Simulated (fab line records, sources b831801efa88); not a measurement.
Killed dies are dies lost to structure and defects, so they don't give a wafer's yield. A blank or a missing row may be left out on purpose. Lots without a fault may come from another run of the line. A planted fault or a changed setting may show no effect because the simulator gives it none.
Which tool did it? | flow sky130 | 6 lots, 18 wafers sampled, at 3 steps of a route of 708

WHAT THE GAUGES READ, wafer by wafer
SKY_SPACER_THK_MEAS_01.
lot  | measured     | on            | SPACER_CVD_00_THK (nm)
L751 | day 23 01:28 | film_metro-01 | 43.3 42.9 43.3
L753 | day 24 01:19 | film_metro-04 | 43.9 43.3 43.7
L758 | day 25 17:07 | film_metro-01 | 43.6 43.6 43.2
L760 | day 26 11:14 | film_metro-03 | 43.0 43.2 43.3
L768 | day 28 22:40 | film_metro-03 | 43.3 43.4 43.9
L772 | day 30 17:10 | film_metro-03 | 42.8 42.7 43.0

WHICH TOOL RAN EACH LOT (tool, then ch and the chambers of the sampled wafers, then the start)
lot  | SKY_FIELD_ISO_ETCH_15             | SKY_FIELD_ISO_WET_ETCH_28
L751 | rie_diel-02 ch 1,2,3, day 2 10:43 | wet_bench-03 ch 0, day 2 14:23
L753 | rie_diel-02 ch 0,1,2, day 2 21:26 | wet_bench-04 ch 0, day 3 01:06
L758 | rie_diel-01 ch 0,1,2, day 3 22:56 | wet_bench-04 ch 1, day 4 02:53
L760 | rie_diel-04 ch 0,2,3, day 4 07:41 | wet_bench-01 ch 0, day 4 12:40
L768 | rie_diel-02 ch 2,3, day 6 04:41   | wet_bench-01 ch 0, day 6 08:21
L772 | rie_diel-02 ch 0,2,3, day 7 01:13 | wet_bench-03 ch 2, day 7 07:38
- SKY_FIELD_ISO_ETCH_15: etches the open film in CHF3/O2, stops on Si, target depth 180 nm, time 72 s.
- SKY_FIELD_ISO_WET_ETCH_28: etches SiO2 in dHF, target depth 23.7 nm, time 47 s.

THE ANSWER, worked out from the rows above alone
Rule: what is usual is taken from the lots themselves. Put in order of their means at a reading, lots are off if they are a third of the lots or fewer, leave a main group of 4 or more, and stand apart from it by a gap of 3 or more times the standard deviation of the main group's means; of several such gaps the widest counts. A main group whose means are all the same, to the digits that the tables above print for the reading, isn't used. A lot without any number at a reading at which 4 lots or more have one is off too. The other lots that the step has rows for count as sound.
No lot is off at any reading shown: from this, nothing can be told.

WHAT THE SIMULATOR HAD PUT IN
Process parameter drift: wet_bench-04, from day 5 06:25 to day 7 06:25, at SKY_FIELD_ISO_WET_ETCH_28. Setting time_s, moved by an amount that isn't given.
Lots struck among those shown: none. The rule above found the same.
